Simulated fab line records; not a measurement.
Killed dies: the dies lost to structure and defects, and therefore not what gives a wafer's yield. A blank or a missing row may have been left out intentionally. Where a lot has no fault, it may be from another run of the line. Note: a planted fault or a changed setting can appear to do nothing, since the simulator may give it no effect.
Which tool is to blame? | flow gf180mcu | 11 lots, 33 wafers sampled, at 4 steps of a route of 602

== WHAT THE GAUGES READ, wafer by wafer ==
GF_M1_OVL_MEAS_15. Usual: M1_OVL typically reads 0 nm, with standard deviation 5.8.
lot  | measured     | on         | M1_OVL (nm) | flag
L433 | day 18 03:53 | overlay-02 | -1 6 -1     |
L436 | day 19 07:59 | overlay-01 | 1 -5 -5     |
L439 | day 20 11:22 | overlay-01 | 0 5 1       |
L443 | day 22 04:10 | overlay-01 | 6 8 7       |
L444 | day 22 07:16 | overlay-02 | 1 6 7       |
L445 | day 22 13:58 | overlay-01 | 6 0 4       |
L446 | day 23 00:25 | overlay-02 | -6 -3 -13   |
L449 | day 23 23:01 | overlay-01 | 11 12 9     |
L450 | day 24 11:16 | overlay-01 | 0 1 6       |
L452 | day 24 21:14 | overlay-01 | -10 -4 -12  |
L453 | day 25 02:05 | overlay-02 | -2 -2 1     |

GF_V1_THK_MEAS_03. Usual: V1_CVD_02_THK typically reads 847 nm, with standard deviation 11.
lot  | measured     | on            | V1_CVD_02_THK (nm) | flag
L433 | day 18 04:55 | film metro-03 | 827 832 845        |
L436 | day 19 08:57 | film metro-01 | 862 857 925        | OFF
L439 | day 20 12:16 | film metro-01 | 849 909 915        | OFF
L443 | day 22 05:05 | film metro-04 | 837 857 848        |
L444 | day 22 08:13 | film metro-04 | 838 859 852        |
L445 | day 22 15:00 | film metro-01 | 843 844 853        |
L446 | day 23 01:20 | film metro-01 | 832 837 848        |
L449 | day 23 23:56 | film metro-01 | 829 843 837        |
L450 | day 24 12:20 | film metro-01 | 841 828 849        |
L452 | day 24 22:11 | film metro-03 | 831 853 847        |
L453 | day 25 03:07 | film metro-04 | 866 852 861        |

== WHAT TOOL EACH LOT RAN ON (gives the tool, then ch and the chambers of the sampled wafers, and finally the start) ==
lot  | GF_M1_STRIP_17                       | GF_V1_CVD_02
L433 | plasma asher-02 ch 0, day 18 04:10   | pecvd-01 ch 0,1, day 18 04:50
L436 | plasma asher-04 ch 0,1, day 19 08:10 | pecvd-01 ch 0,1,2, day 19 08:53
L439 | plasma asher-02 ch 0,1, day 20 11:32 | pecvd-01 ch 0,2, day 20 12:12
L443 | plasma asher-02 ch 0,1, day 22 04:20 | pecvd-03 ch 0,2, day 22 05:01
L444 | plasma asher-02 ch 0,1, day 22 07:26 | pecvd-03 ch 0,2, day 22 08:08
L445 | plasma asher-02 ch 1, day 22 14:16   | pecvd-04 ch 1,2, day 22 14:56
L446 | plasma asher-04 ch 0,1, day 23 00:35 | pecvd-01 ch 0,1,2, day 23 01:15
L449 | plasma asher-02 ch 0,1, day 23 23:11 | pecvd-01 ch 0,1, day 23 23:52
L450 | plasma asher-02 ch 0,1, day 24 11:34 | pecvd-01 ch 0,2, day 24 12:16
L452 | plasma asher-04 ch 0,1, day 24 21:24 | pecvd-01 ch 0,1,2, day 24 22:07
L453 | plasma asher-04 ch 0,1, day 25 02:16 | pecvd-04 ch 0,1, day 25 03:01
- GF_M1_STRIP_17: strips in O2/N2.
- GF_V1_CVD_02: deposits SiO2 from TEOS, target thk 850 nm, time 94.851 s.

== AS READ BY THE TOOLS THEMSELVES (means over the sampled wafers that have a number; for cases with no such wafer, the mark the record gives instead) ==
GF_M1_STRIP_17. Usual: drypump motor current A 5.61 A, standard deviation 0.25; heater power w 332 W, standard deviation 41; oes product au 0.538 a.u., standard deviation 0.0051; strip time to endpoint s 7.40 s, standard deviation 0.039.
lot  | tool            | drypump motor current A (A) | heater power w (W) | oes product au (a.u.) | strip time to endpoint s (s) | flag
L433 | plasma asher-02 | 5.39                        | 295                | 0.538                 | 7.37                         |
L436 | plasma asher-04 | 5.53                        | 340                | 0.538                 | 7.42                         |
L439 | plasma asher-02 | 5.70                        | 351                | 0.545                 | 7.46                         |
L443 | plasma asher-02 | 5.69                        | 355                | 0.539                 | 7.43                         |
L444 | plasma asher-02 | 5.54                        | 320                | 0.537                 | 7.34                         |
L445 | plasma asher-02 | 5.81                        | 375                | 0.542                 | 7.42                         |
L446 | plasma asher-04 | 5.53                        | 334                | 0.538                 | 7.43                         |
L449 | plasma asher-02 | 5.54                        | 324                | 0.537                 | 7.35                         |
L450 | plasma asher-02 | 5.72                        | 352                | 0.536                 | 7.39                         |
L452 | plasma asher-04 | 5.51                        | 339                | 0.536                 | 7.39                         |
L453 | plasma asher-04 | 5.53                        | 336                | 0.538                 | 7.34                         |

GF_V1_CVD_02. Usual: heater power w 675 W, standard deviation 86; run length s 122.5 s, standard deviation 0.53.
lot  | tool     | heater power w (W) | run length s (s) | flag
L433 | pecvd-01 | 629                | 122.7            |
L436 | pecvd-01 | 689                | 124.4            | OFF
L439 | pecvd-01 | 639                | 126.0            | OFF
L443 | pecvd-03 | 669                | 122.8            |
L444 | pecvd-03 | 669                | 123.0            |
L445 | pecvd-04 | 764                | 123.2            |
L446 | pecvd-01 | 673                | 121.9            |
L449 | pecvd-01 | 658                | 122.6            |
L450 | pecvd-01 | 678                | 121.8            |
L452 | pecvd-01 | 618                | 122.3            |
L453 | pecvd-04 | 743                | 122.7            |

== THE ANSWER, worked out from the rows above alone ==
Rule: a lot counts as off when the mean over its wafers that have a number is more than 3 standard deviations away from the usual mean. A lot without any number at a reading at which 4 lots or more have one is off too. All remaining lots with rows at the step are treated as sound. The gauges are gone through in route order, then the tools' own readings, and for those a lot's mean is taken as printed above. At the first step where some lot is off, the reading lying furthest off is the one used; lots without a number count as furthest.
Off: L436, L439, at GF_V1_THK_MEAS_03 (V1_CVD_02_THK).
A tool fits if, at a process step before that reading, it ran every lot that is off, and no sound lot after the first of them. The gauges at GF_V1_THK_MEAS_03 aren't tried: what is off there is off at GF_V1_CVD_02 too, on other tools, and a gauge's error can't cause that. None of those tried fits.

== WHAT WAS PUT IN BY THE SIMULATOR ==
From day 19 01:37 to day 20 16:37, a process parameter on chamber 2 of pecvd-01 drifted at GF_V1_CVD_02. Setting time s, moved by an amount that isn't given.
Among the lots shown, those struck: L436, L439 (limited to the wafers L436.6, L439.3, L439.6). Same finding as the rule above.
